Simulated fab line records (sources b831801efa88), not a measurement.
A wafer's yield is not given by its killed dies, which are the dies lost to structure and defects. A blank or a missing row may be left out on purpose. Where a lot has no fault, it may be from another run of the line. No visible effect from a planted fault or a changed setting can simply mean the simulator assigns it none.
fab line records ; flow sky130 ; part 1 of 2: steps 1 to 28 of 38
record: lots: 5; wafers: 15; lastDay: 49
route steps=708 shown FIELD_ISO@25 NWELL@32 DNWELL@35 PWDE@45
lots with no fault: from the same line, run without faults
startH: start of the lot's first displayed wafer, in hours after the record's first day ; waitH: hours since the lot's step before ; " identical to the entry in the row above ; L1.1+2: a single row standing in for several wafers ; - either no value or no given start ; * or withheld: withheld ; < > ~ a bound
route shown NAME@n: NAME is a module with steps in the file, n the number in the route of the first one ; usual: mean/standard deviation of fault-free wafers ; same: alike in all rows ; chamber/n: place in a boat ; sites: readings site by site ; _std_site: how widely they spread, as a standard deviation ; _edge_site: the outer-site mean with the inner-site mean subtracted ; radiusMm: for every site, how far away it sits from the centre of the wafer ; mask NAME#n: copy n ; behind: tool/chamber where the wafer was last shaped ; hold: why the lot was held/for how many hours/how that ended ; device: the n, p or np transistor that did not switch ; end of line: tests run on the same wafers once the route is complete ; for a step that has no rows: nothing shown but its recipe ; killed: dies lost to structure and defects at the first sort, not the wafer's yield ; map: a wafer's dies, marking killed ones x, the rest . and places with no die _
set.NAME: the setting the step ran with; set.NAME@STEP: the setting that earlier step ran with ; model.NAME: the simulator's own value behind a step, which no gauge read
a table for each step, a row for each wafer; lots at some steps of the route
services: a tool's chamber out of use, with start hour (startH, from the record's first day; less than 0 if before it), hours out, and reason
== steps ==
step: SKY_FIELD_ISO_CVD_24
recipe: material: SiO2; targetThkNm: 595; tempC: 650; sigmaOpenFrac: 0.3; timeS: 99.2; sih4FlowSccm: 60; pressureMtorr: 6
lot.wafer;tool;chamber;startH;waitH
L078.1+4+6;hdpcvd-01;2,1,0;55.44;0.1
L080.1+4+6;hdpcvd-02;2,0,2;66.91;0.1
L087.4+5+6;hdpcvd-02;0,2,1;100.10;0.1
L088.2+5+6;hdpcvd-01;1,2,1;103.54;0.0
L090.2+4+6;hdpcvd-01;1,0,2;114.74;0.0
step: SKY_FIELD_ISO_THK_MEAS_25
recipe: reads: SiO2_of_FIELD_ISO_CVD_24
usual: FIELD_ISO_CVD_24_THK: 597/5.4
lot.wafer;tool;chamber;startH;waitH;FIELD_ISO_CVD_24_THK[nm]
L078.1;filmMetro-01;-;55.51;0.0;590
L078.4;filmMetro-01;-;55.51;0.0;597
L078.6;filmMetro-01;-;55.51;0.0;584
L080.1;filmMetro-01;-;66.98;0.0;602
L080.4;filmMetro-01;-;66.98;0.0;601
L080.6;filmMetro-01;-;66.98;0.0;600
L087.4;filmMetro-02;-;100.17;0.0;587
L087.5;filmMetro-02;-;100.17;0.0;605
L087.6;filmMetro-02;-;100.17;0.0;603
L088.2;filmMetro-02;-;103.62;0.0;593
L088.5;filmMetro-02;-;103.62;0.0;597
L088.6;filmMetro-02;-;103.62;0.0;598
L090.2;filmMetro-01;-;114.82;0.0;601
L090.4;filmMetro-01;-;114.82;0.0;598
L090.6;filmMetro-01;-;114.82;0.0;595
step: SKY_FIELD_ISO_ANNEAL_26
recipe: tempC: 1000; timeS: 1800; ambient: N2
usual: spikeTcCentreC: 1000.0/1.2; spikeTcLowerC: 1000.6/1.4; tubeCenterTempC: 1000/0.088; zonePowerUpperPct: 20.0/0.77
lot.wafer;tool;chamber;startH;waitH;spikeTcCentreC;spikeTcLowerC;tubeCenterTempC;zonePowerUpperPct
L078.1;furnace-01;0;58.39;2.9;999.9;1000.3;1000.1;20.8
L078.4;furnace-01;0;58.39;2.9;998.5;1001.3;999.94;20.5
L078.6;furnace-01;0;58.39;2.9;1001.0;1001.4;1000.1;20.7
L080.1;furnace-01;0;67.04;0.1;998.5;1002.1;1000.1;20.7
L080.4;furnace-01;0;67.04;0.1;998.4;1001.5;1000.1;20.4
L080.6;furnace-01;0;67.04;0.1;997.6;1001.0;1000.1;20.6
L087.4;furnace-02;0;101.54;1.4;1000.2;999.9;999.94;19.2
L087.5;furnace-02;0;101.54;1.4;1000.9;999.7;999.81;19.0
L087.6;furnace-02;0;101.54;1.4;1001.2;1000.5;999.95;19.4
L088.2;furnace-01;0;103.67;0.0;998.6;999.7;1000.1;20.7
L088.5;furnace-01;0;103.67;0.0;998.2;1000.5;1000.1;20.6
L088.6;furnace-01;0;103.67;0.0;999.1;1001.2;999.99;20.5
L090.2;furnace-02;0;114.87;0.0;999.1;998.3;999.96;19.1
L090.4;furnace-02;0;114.87;0.0;1001.4;998.3;999.97;19.3
L090.6;furnace-02;0;114.87;0.0;999.5;1001.3;1000;19.3
step: SKY_FIELD_ISO_CMP_27
recipe: stopOn: Si3N4; tOverpolishS: 16; downForcePsi: 4; platenRpm: 60; targetThkNm: 457.8; padVelocityMS: 0.94248
usual: motorCurrentA: 12.4/1.2; overpolishRunS: 16.001/0.0095; timeToEndpointS: 112/4.4
lot.wafer;tool;chamber;startH;waitH;motorCurrentA;overpolishRunS;timeToEndpointS
L078.4;cmp-01;3;59.94;0.1;10.5;16.015;114
L078.1;cmp-01;1;59.94;0.1;13.1;15.989;115
L078.6;cmp-01;2;59.94;0.1;13.8;15.994;110
L080.1;cmp-01;0;68.54;0.0;11.0;15.995;124
L080.4;cmp-01;1;68.54;0.0;13.0;16.003;116
L080.6;cmp-01;1;68.54;0.0;11.9;15.990;115
L087.4;cmp-01;2;103.04;0.0;12.4;16.000;104
L087.6;cmp-01;2;103.04;0.0;13.2;16.006;102
L087.5;cmp-01;3;103.04;0.0;11.3;16.008;107
L088.2;cmp-02;1;105.17;0.0;12.4;16.008;109
L088.6;cmp-02;1;105.17;0.0;12.4;15.988;111
L088.5;cmp-02;2;105.17;0.0;12.3;16.013;110
L090.4;cmp-02;3;116.42;0.1;13.6;16.011;122
L090.2;cmp-02;1;116.42;0.1;12.6;15.982;118
L090.6;cmp-02;2;116.42;0.1;12.4;15.998;116
step: SKY_FIELD_ISO_WET_ETCH_28
recipe: chemistry: dHF; targetDepthNm: 23.7; target: SiO2; dilution: 10:1; tempC: 25; timeS: 47
lot.wafer;tool;chamber;startH;waitH
L078.1+4+6;wetBench-02;3;60.19;0.1
L080.1+4+6;wetBench-01;0;68.84;0.2
L087.4+5+6;wetBench-01;1;103.34;0.2
L088.2+5+6;wetBench-02;2;105.47;0.2
L090.2+4+6;wetBench-01;1;116.67;0.1
step: SKY_FIELD_ISO_WET_ETCH_29
recipe: chemistry: H3PO4; targetDepthNm: 160; target: Si3N4; tempC: 160; timeS: 1825
lot.wafer;tool;chamber;startH;waitH
L078.1+4+6;wetBench-01;1;60.22;0.0
L080.1+4+6;wetBench-02;3;68.87;0.0
L087.4+5+6;wetBench-02;0;103.36;0.0
L088.2+5+6;wetBench-04;0;105.49;0.0
L090.2+4+6;wetBench-02;3;116.69;0.0
step: SKY_FIELD_ISO_WET_ETCH_30
recipe: chemistry: dHF; targetDepthNm: 25; target: SiO2; dilution: 10:1; tempC: 25; timeS: 50
lot.wafer;tool;chamber;startH;waitH
L078.1+4+6;wetBench-04;0;60.78;0.0
L080.1+4+6;wetBench-04;3;69.38;0.0
L087.4+5+6;wetBench-04;1;103.87;0.0
L088.2+5+6;wetBench-01;2;106.00;0.0
L090.2+4+6;wetBench-04;1;117.21;0.0
step: SKY_NWELL_CLEAN_00
recipe: chemistry: SC1/SC2; mix: 1:4:20; tempC: 70; timeS: 150; dry: n2Spin
lot.wafer;tool;chamber;startH;waitH
L078.1+4+6;wetBench-02;2;60.80;0.0
L080.1+4+6;wetBench-01;0;69.41;0.0
L087.4+5+6;wetBench-01;1;103.90;0.0
L088.2+5+6;wetBench-04;1;106.03;0.0
L090.2+4+6;wetBench-01;1;117.23;0.0
step: SKY_NWELL_OXIDATION_01
recipe: tempC: 900; ambient: O2; stabiliseS: 600; purgeS: 300; targetThkA: 100; oxTimeS: 1418
usual: spikeTcCentreC: 900.1/1.1; spikeTcLowerC: 900.4/1.4; tubeCenterTempC: 899.99/0.08; zonePowerUpperPct: 15.6/0.6
lot.wafer;tool;chamber;startH;waitH;spikeTcCentreC;spikeTcLowerC;tubeCenterTempC;zonePowerUpperPct
L078.1;furnace-01;0;62.75;1.9;898.5;902.7;899.87;16.4
L078.4;furnace-01;0;62.75;1.9;899.5;902.8;900.01;16.3
L078.6;furnace-01;0;62.75;1.9;899.5;901.7;900.02;16.2
L080.1;furnace-02;0;69.66;0.2;899.8;899.3;900.13;14.9
L080.4;furnace-02;0;69.66;0.2;899.3;899.4;899.95;15.2
L080.6;furnace-02;0;69.66;0.2;899.2;899.1;900.12;14.9
L087.4;furnace-02;0;104.39;0.4;901.2;898.7;899.95;15.0
L087.5;furnace-02;0;104.39;0.4;901.5;901.7;899.93;15.3
L087.6;furnace-02;0;104.39;0.4;899.3;898.3;899.94;15.0
L088.2;furnace-01;0;107.93;1.9;900.6;901.7;899.9;16.1
L088.5;furnace-01;0;107.93;1.9;900.2;903.1;900.09;16.6
L088.6;furnace-01;0;107.93;1.9;897.8;900.2;900.01;16.3
L090.2;furnace-01;0;117.28;0.0;900.6;902.8;900.05;16.1
L090.4;furnace-01;0;117.28;0.0;897.5;901.7;899.95;16.3
L090.6;furnace-01;0;117.28;0.0;896.8;900.2;899.96;16.3
step: SKY_NWELL_THK_MEAS_02
recipe: reads: SiO2_of_NWELL_OXIDATION_01
usual: NWELL_OXIDATION_THK: 9.92/0.2
lot.wafer;tool;chamber;startH;waitH;NWELL_OXIDATION_THK[nm]
L078.1;filmMetro-03;-;64.15;0.0;10.27
L078.4;filmMetro-03;-;64.15;0.0;10.30
L078.6;filmMetro-03;-;64.15;0.0;10.31
L080.1;filmMetro-01;-;71.05;0.0;9.96
L080.4;filmMetro-01;-;71.05;0.0;10.01
L080.6;filmMetro-01;-;71.05;0.0;9.83
L087.4;filmMetro-03;-;105.81;0.0;9.85
L087.5;filmMetro-03;-;105.81;0.0;10.06
L087.6;filmMetro-03;-;105.81;0.0;9.97
L088.2;filmMetro-04;-;109.33;0.0;10.11
L088.5;filmMetro-04;-;109.33;0.0;10.03
L088.6;filmMetro-04;-;109.33;0.0;10.07
L090.2;filmMetro-01;-;118.68;0.0;9.95
L090.4;filmMetro-01;-;118.68;0.0;9.89
L090.6;filmMetro-01;-;118.68;0.0;10.06
step: SKY_DNWELL_DEHYDRATE_00
recipe: tempC: 200; timeS: 60
usual: resistLineTempC: 23.01/0.1
lot.wafer;tool;chamber;startH;waitH;resistLineTempC
L078.1;lithoTrack-03;0;71.95;7.8;23.07
L078.4;lithoTrack-03;0;71.95;7.8;23.09
L078.6;lithoTrack-03;0;71.95;7.8;23.08
L080.1;lithoTrack-03;0;78.85;7.8;23.15
L080.4;lithoTrack-03;0;78.85;7.8;23.00
L080.6;lithoTrack-03;0;78.85;7.8;22.86
L087.4;lithoTrack-04;0;113.85;8.0;22.98
L087.5;lithoTrack-04;0;113.85;8.0;22.82
L087.6;lithoTrack-04;0;113.85;8.0;22.97
L088.2;lithoTrack-04;0;117.35;8.0;22.90
L088.5;lithoTrack-04;0;117.35;8.0;23.04
L088.6;lithoTrack-04;0;117.35;8.0;22.96
L090.2;lithoTrack-02;0;128.02;9.3;23.09
L090.4;lithoTrack-02;0;128.02;9.3;23.03
L090.6;lithoTrack-02;0;128.02;9.3;22.89
step: SKY_DNWELL_HMDS_01
recipe: primeTimeS: 60; primeTempC: 120
usual: resistLineTempC: 23.00/0.1
lot.wafer;tool;chamber;startH;waitH;resistLineTempC
L078.1;lithoTrack-03;0;72.10;0.1;23.01
L078.4;lithoTrack-03;0;72.10;0.1;23.00
L078.6;lithoTrack-03;0;72.10;0.1;23.13
L080.1;lithoTrack-03;0;79.00;0.1;22.96
L080.4;lithoTrack-03;0;79.00;0.1;23.00
L080.6;lithoTrack-03;0;79.00;0.1;23.14
L087.4;lithoTrack-04;0;114.00;0.1;23.00
L087.5;lithoTrack-04;0;114.00;0.1;22.87
L087.6;lithoTrack-04;0;114.00;0.1;22.98
L088.2;lithoTrack-04;0;117.50;0.1;22.92
L088.5;lithoTrack-04;0;117.50;0.1;22.96
L088.6;lithoTrack-04;0;117.50;0.1;22.96
L090.2;lithoTrack-02;0;128.17;0.1;22.90
L090.4;lithoTrack-02;0;128.17;0.1;22.84
L090.6;lithoTrack-02;0;128.17;0.1;22.95
step: SKY_DNWELL_COAT_02
recipe: spinRpm: 2000; resistThkNm: 3000
usual: resistLineTempC: 23.03/0.11
lot.wafer;tool;chamber;startH;waitH;resistLineTempC
L078.1;lithoTrack-03;0;72.25;0.1;22.97
L078.4;lithoTrack-03;0;72.25;0.1;23.04
L078.6;lithoTrack-03;0;72.25;0.1;23.15
L080.1;lithoTrack-03;0;79.15;0.1;23.00
L080.4;lithoTrack-03;0;79.15;0.1;22.93
L080.6;lithoTrack-03;0;79.15;0.1;22.95
L087.4;lithoTrack-04;0;114.15;0.1;23.10
L087.5;lithoTrack-04;0;114.15;0.1;23.11
L087.6;lithoTrack-04;0;114.15;0.1;23.01
L088.2;lithoTrack-04;0;117.65;0.1;23.24
L088.5;lithoTrack-04;0;117.65;0.1;23.11
L088.6;lithoTrack-04;0;117.65;0.1;23.01
L090.2;lithoTrack-02;0;128.32;0.1;22.96
L090.4;lithoTrack-02;0;128.32;0.1;23.07
L090.6;lithoTrack-02;0;128.32;0.1;23.10
step: SKY_DNWELL_SOFTBAKE_03
recipe: tempC: 110; timeS: withheld
usual: resistLineTempC: 22.98/0.097
lot.wafer;tool;chamber;startH;waitH;resistLineTempC
L078.1;lithoTrack-03;0;72.40;0.1;22.93
L078.4;lithoTrack-03;0;72.40;0.1;23.01
L078.6;lithoTrack-03;0;72.40;0.1;23.02
L080.1;lithoTrack-03;0;79.30;0.1;22.97
L080.4;lithoTrack-03;0;79.30;0.1;23.11
L080.6;lithoTrack-03;0;79.30;0.1;23.13
L087.4;lithoTrack-04;0;114.33;0.1;22.95
L087.5;lithoTrack-04;0;114.33;0.1;23.01
L087.6;lithoTrack-04;0;114.33;0.1;22.92
L088.2;lithoTrack-04;0;117.81;0.1;22.85
L088.5;lithoTrack-04;0;117.81;0.1;22.98
L088.6;lithoTrack-04;0;117.81;0.1;22.92
L090.2;lithoTrack-02;0;128.48;0.1;22.90
L090.4;lithoTrack-02;0;128.48;0.1;22.94
L090.6;lithoTrack-02;0;128.48;0.1;22.86
step: SKY_DNWELL_EXPOSE_04
recipe: maskId: DNM; na: 0.57; targetCdNm: 3000; doseMj: 222
lot.wafer;tool;chamber;startH;waitH;mask
L078.1+4+6;ilineStepper-01;0;-;-;DNM#0
L080.1+4+6;ilineStepper-01;0;-;-;DNM#0
L087.4+5+6;ilineStepper-01;0;-;-;DNM#0
L088.2+5+6;ilineStepper-02;0;-;-;DNM#0
L090.2+4+6;ilineStepper-01;0;-;-;DNM#0
step: SKY_DNWELL_PEB_05
recipe: tempC: 115; timeS: withheld
usual: resistLineTempC: 23.00/0.11
lot.wafer;tool;chamber;startH;waitH;resistLineTempC
L078.1;lithoTrack-04;0;-;-;23.05
L078.4;lithoTrack-04;0;-;-;23.07
L078.6;lithoTrack-04;0;-;-;23.10
L080.1;lithoTrack-03;0;-;-;22.88
L080.4;lithoTrack-03;0;-;-;22.73
L080.6;lithoTrack-03;0;-;-;22.92
L087.4;lithoTrack-04;0;-;-;23.07
L087.5;lithoTrack-04;0;-;-;23.02
L087.6;lithoTrack-04;0;-;-;23.12
L088.2;lithoTrack-03;0;-;-;23.25
L088.5;lithoTrack-03;0;-;-;23.18
L088.6;lithoTrack-03;0;-;-;23.10
L090.2;lithoTrack-03;0;-;-;22.99
L090.4;lithoTrack-03;0;-;-;23.11
L090.6;lithoTrack-03;0;-;-;22.80
step: SKY_DNWELL_DEVELOP_06
recipe: wallAngleDeg: 90; developer: TMAH; developTimeS: 60; devTempC: 23
usual: resistLineTempC: 22.99/0.097
lot.wafer;tool;chamber;startH;waitH;resistLineTempC
L078.1;lithoTrack-04;0;-;-;23.08
L078.4;lithoTrack-04;0;-;-;22.92
L078.6;lithoTrack-04;0;-;-;22.87
L080.1;lithoTrack-03;0;-;-;22.94
L080.4;lithoTrack-03;0;-;-;23.02
L080.6;lithoTrack-03;0;-;-;22.97
L087.4;lithoTrack-04;0;-;-;22.95
L087.5;lithoTrack-04;0;-;-;23.11
L087.6;lithoTrack-04;0;-;-;23.00
L088.2;lithoTrack-03;0;-;-;22.90
L088.5;lithoTrack-03;0;-;-;22.96
L088.6;lithoTrack-03;0;-;-;22.85
L090.2;lithoTrack-03;0;-;-;22.99
L090.4;lithoTrack-03;0;-;-;23.04
L090.6;lithoTrack-03;0;-;-;22.95
step: SKY_DNWELL_IMPLANT_07
recipe: species: P; energyKev: withheld; doseCm2: withheld; tiltDeg: withheld
lot.wafer;tool;chamber;startH;waitH
L078.1+4+6;implanter-03;0;80.78;-
L080.1+4+6;implanter-02;0;88.40;-
L087.4+5+6;implanter-03;0;123.65;-
L088.2+5+6;implanter-01;0;127.73;-
L090.2+4+6;implanter-03;0;137.88;-
step: SKY_DNWELL_STRIP_08
recipe: chemistry: O2/N2; powerW: 1400; pressureMtorr: 1500; platenTempC: withheld; o2FlowSccm: 3000; n2FlowSccm: 300; overashFraction: 0.5
usual: drypumpMotorCurrentA: 5.69/0.25; oesProductAu: 0.723/0.005; stripTimeToEndpointS: 36.92/0.12
lot.wafer;tool;chamber;startH;waitH;drypumpMotorCurrentA;oesProductAu;rfHoursCounterH;stripTimeToEndpointS
L078.1;plasmaAsher-01;0;80.93;0.1;5.95;0.724;40;36.86
L078.4;plasmaAsher-01;0;80.93;0.1;5.95;0.729;-;36.89
L078.6;plasmaAsher-01;0;80.93;0.1;5.97;0.727;-;37.03
L080.1;plasmaAsher-01;1;88.55;0.1;6.00;0.726;41;36.92
L080.4;plasmaAsher-01;0;88.55;0.1;5.96;0.723;-;37.00
L080.6;plasmaAsher-01;0;88.55;0.1;5.94;0.731;-;37.01
L087.4;plasmaAsher-01;0;123.76;0.1;5.97;0.728;-;36.78
L087.5;plasmaAsher-01;0;123.76;0.1;5.97;0.713;-;36.91
L087.6;plasmaAsher-01;1;123.76;0.1;6.00;0.727;-;36.80
L088.2;plasmaAsher-04;0;127.85;0.1;5.69;0.733;1;36.69
L088.5;plasmaAsher-04;1;127.85;0.1;5.60;0.727;-;36.71
L088.6;plasmaAsher-04;0;127.85;0.1;5.66;0.715;-;36.67
L090.2;plasmaAsher-04;1;138.00;0.1;5.59;0.730;2;36.92
L090.4;plasmaAsher-04;1;138.00;0.1;5.58;0.718;-;36.96
L090.6;plasmaAsher-04;1;138.00;0.1;5.60;0.723;-;36.94
step: SKY_DNWELL_TW_MEAS_09
usual: DNWELL_TW: 1100/5.1
lot.wafer;tool;chamber;startH;waitH;DNWELL_TW
L078.1;filmMetro-03;-;81.03;0.1;1104
L078.4;filmMetro-03;-;81.03;0.1;1096
L078.6;filmMetro-03;-;81.03;0.1;1101
L080.1;filmMetro-01;-;88.65;0.1;1094
L080.4;filmMetro-01;-;88.65;0.1;1098
L080.6;filmMetro-01;-;88.65;0.1;1086
L087.4;filmMetro-03;-;123.86;0.1;1102
L087.5;filmMetro-03;-;123.86;0.1;1106
L087.6;filmMetro-03;-;123.86;0.1;1104
L088.2;filmMetro-03;-;127.96;0.1;1106
L088.5;filmMetro-03;-;127.96;0.1;1103
L088.6;filmMetro-03;-;127.96;0.1;1108
L090.2;filmMetro-04;-;138.11;0.1;1105
L090.4;filmMetro-04;-;138.11;0.1;1106
L090.6;filmMetro-04;-;138.11;0.1;1099
step: SKY_PWDE_DEHYDRATE_00
recipe: tempC: 200; timeS: 60
usual: resistLineTempC: 23.02/0.11
lot.wafer;tool;chamber;startH;waitH;resistLineTempC
L078.1;lithoTrack-02;0;89.44;8.4;23.02
L078.4;lithoTrack-02;0;89.44;8.4;23.16
L078.6;lithoTrack-02;0;89.44;8.4;23.19
L080.1;lithoTrack-01;0;96.80;8.1;23.18
L080.4;lithoTrack-01;0;96.80;8.1;23.16
L080.6;lithoTrack-01;0;96.80;8.1;23.08
L087.4;lithoTrack-01;0;132.42;8.6;22.95
L087.5;lithoTrack-01;0;132.42;8.6;22.97
L087.6;lithoTrack-01;0;132.42;8.6;22.90
L088.2;lithoTrack-01;0;136.77;8.8;23.16
L088.5;lithoTrack-01;0;136.77;8.8;22.92
L088.6;lithoTrack-01;0;136.77;8.8;22.91
L090.2;lithoTrack-03;0;147.78;9.7;23.13
L090.4;lithoTrack-03;0;147.78;9.7;23.06
L090.6;lithoTrack-03;0;147.78;9.7;23.03
step: SKY_PWDE_HMDS_01
recipe: primeTimeS: 60; primeTempC: 120
usual: resistLineTempC: 22.99/0.096
lot.wafer;tool;chamber;startH;waitH;resistLineTempC
L078.1;lithoTrack-02;0;89.59;0.1;22.96
L078.4;lithoTrack-02;0;89.59;0.1;22.91
L078.6;lithoTrack-02;0;89.59;0.1;23.01
L080.1;lithoTrack-01;0;96.95;0.1;23.12
L080.4;lithoTrack-01;0;96.95;0.1;22.98
L080.6;lithoTrack-01;0;96.95;0.1;23.23
L087.4;lithoTrack-01;0;132.57;0.1;23.03
L087.5;lithoTrack-01;0;132.57;0.1;22.95
L087.6;lithoTrack-01;0;132.57;0.1;22.77
L088.2;lithoTrack-01;0;136.92;0.1;23.01
L088.5;lithoTrack-01;0;136.92;0.1;22.96
L088.6;lithoTrack-01;0;136.92;0.1;23.10
L090.2;lithoTrack-03;0;147.93;0.1;22.85
L090.4;lithoTrack-03;0;147.93;0.1;22.84
L090.6;lithoTrack-03;0;147.93;0.1;22.89
step: SKY_PWDE_COAT_02
recipe: spinRpm: 2000; resistThkNm: 3000
usual: resistLineTempC: 22.99/0.12
lot.wafer;tool;chamber;startH;waitH;resistLineTempC
L078.1;lithoTrack-02;0;89.74;0.1;23.02
L078.4;lithoTrack-02;0;89.74;0.1;22.91
L078.6;lithoTrack-02;0;89.74;0.1;23.06
L080.1;lithoTrack-01;0;97.10;0.1;22.89
L080.4;lithoTrack-01;0;97.10;0.1;22.82
L080.6;lithoTrack-01;0;97.10;0.1;22.90
L087.4;lithoTrack-01;0;132.72;0.1;22.95
L087.5;lithoTrack-01;0;132.72;0.1;22.84
L087.6;lithoTrack-01;0;132.72;0.1;22.91
L088.2;lithoTrack-01;0;137.07;0.1;23.01
L088.5;lithoTrack-01;0;137.07;0.1;23.02
L088.6;lithoTrack-01;0;137.07;0.1;22.96
L090.2;lithoTrack-03;0;148.08;0.1;22.99
L090.4;lithoTrack-03;0;148.08;0.1;23.00
L090.6;lithoTrack-03;0;148.08;0.1;23.17
step: SKY_PWDE_SOFTBAKE_03
recipe: tempC: 110; timeS: withheld
usual: resistLineTempC: 23.03/0.12
lot.wafer;tool;chamber;startH;waitH;resistLineTempC
L078.1;lithoTrack-02;0;89.89;0.1;22.87
L078.4;lithoTrack-02;0;89.89;0.1;22.97
L078.6;lithoTrack-02;0;89.89;0.1;22.85
L080.1;lithoTrack-01;0;97.25;0.1;23.03
L080.4;lithoTrack-01;0;97.25;0.1;23.12
L080.6;lithoTrack-01;0;97.25;0.1;23.13
L087.4;lithoTrack-01;0;132.90;0.1;22.80
L087.5;lithoTrack-01;0;132.90;0.1;23.14
L087.6;lithoTrack-01;0;132.90;0.1;22.82
L088.2;lithoTrack-01;0;137.23;0.1;23.21
L088.5;lithoTrack-01;0;137.23;0.1;23.01
L088.6;lithoTrack-01;0;137.23;0.1;23.25
L090.2;lithoTrack-03;0;148.23;0.1;23.20
L090.4;lithoTrack-03;0;148.23;0.1;23.00
L090.6;lithoTrack-03;0;148.23;0.1;23.02
step: SKY_PWDE_EXPOSE_04
recipe: maskId: PWDEM; na: 0.6; sourceShape: conventional; sigmaOuter: 0.6; polarization: unpolarized; targetCdNm: 840; doseMj: 214
lot.wafer;tool;chamber;startH;waitH;mask
L078.1+4+6;ilineStepper-01;0;-;-;PWDEM#0
L080.1+4+6;ilineStepper-01;0;-;-;PWDEM#0
L087.4+5+6;ilineStepper-01;0;-;-;PWDEM#0
L088.2+5+6;ilineStepper-02;0;-;-;PWDEM#0
L090.2+4+6;ilineStepper-01;0;-;-;PWDEM#0
step: SKY_PWDE_PEB_05
recipe: tempC: 115; timeS: withheld
usual: resistLineTempC: 22.99/0.11
lot.wafer;tool;chamber;startH;waitH;resistLineTempC
L078.1;lithoTrack-01;0;-;-;23.07
L078.4;lithoTrack-01;0;-;-;23.03
L078.6;lithoTrack-01;0;-;-;22.96
L080.1;lithoTrack-01;0;-;-;23.03
L080.4;lithoTrack-01;0;-;-;22.87
L080.6;lithoTrack-01;0;-;-;23.13
L087.4;lithoTrack-02;0;-;-;22.96
L087.5;lithoTrack-02;0;-;-;22.87
L087.6;lithoTrack-02;0;-;-;23.09
L088.2;lithoTrack-03;0;-;-;23.06
L088.5;lithoTrack-03;0;-;-;23.02
L088.6;lithoTrack-03;0;-;-;23.00
L090.2;lithoTrack-03;0;-;-;22.96
L090.4;lithoTrack-03;0;-;-;22.83
L090.6;lithoTrack-03;0;-;-;23.06
step: SKY_PWDE_DEVELOP_06
recipe: wallAngleDeg: 90; developer: TMAH; developTimeS: 60; devTempC: 23
usual: resistLineTempC: 23.03/0.1
lot.wafer;tool;chamber;startH;waitH;resistLineTempC
L078.1;lithoTrack-01;0;-;-;23.02
L078.4;lithoTrack-01;0;-;-;23.06
L078.6;lithoTrack-01;0;-;-;23.11
L080.1;lithoTrack-01;0;-;-;22.99
L080.4;lithoTrack-01;0;-;-;23.12
L080.6;lithoTrack-01;0;-;-;23.02
L087.4;lithoTrack-02;0;-;-;23.06
L087.5;lithoTrack-02;0;-;-;23.20
L087.6;lithoTrack-02;0;-;-;22.96
L088.2;lithoTrack-03;0;-;-;23.14
L088.5;lithoTrack-03;0;-;-;23.07
L088.6;lithoTrack-03;0;-;-;23.03
L090.2;lithoTrack-03;0;-;-;22.98
L090.4;lithoTrack-03;0;-;-;22.90
L090.6;lithoTrack-03;0;-;-;22.89
step: SKY_PWDE_OVL_MEAS_07
usual: PWDE_OVL: -0.1/1.3
lot.wafer;tool;chamber;startH;waitH;PWDE_OVL[nm]
L078.1;overlay-01;-;98.70;-;-0.7
L078.4;overlay-01;-;98.70;-;-1.0
L078.6;overlay-01;-;98.70;-;1.3
L080.1;overlay-02;-;106.20;-;-2.2
L080.4;overlay-02;-;106.20;-;-2.4
L080.6;overlay-02;-;106.20;-;-0.8
L087.4;overlay-02;-;142.16;-;-2.8
L087.5;overlay-02;-;142.16;-;-2.7
L087.6;overlay-02;-;142.16;-;-2.8
L088.2;overlay-01;-;147.76;-;-0.7
L088.5;overlay-01;-;147.76;-;0.7
L088.6;overlay-01;-;147.76;-;-1.9
L090.2;overlay-02;-;157.81;-;1.9
L090.4;overlay-02;-;157.81;-;0.1
L090.6;overlay-02;-;157.81;-;0.4
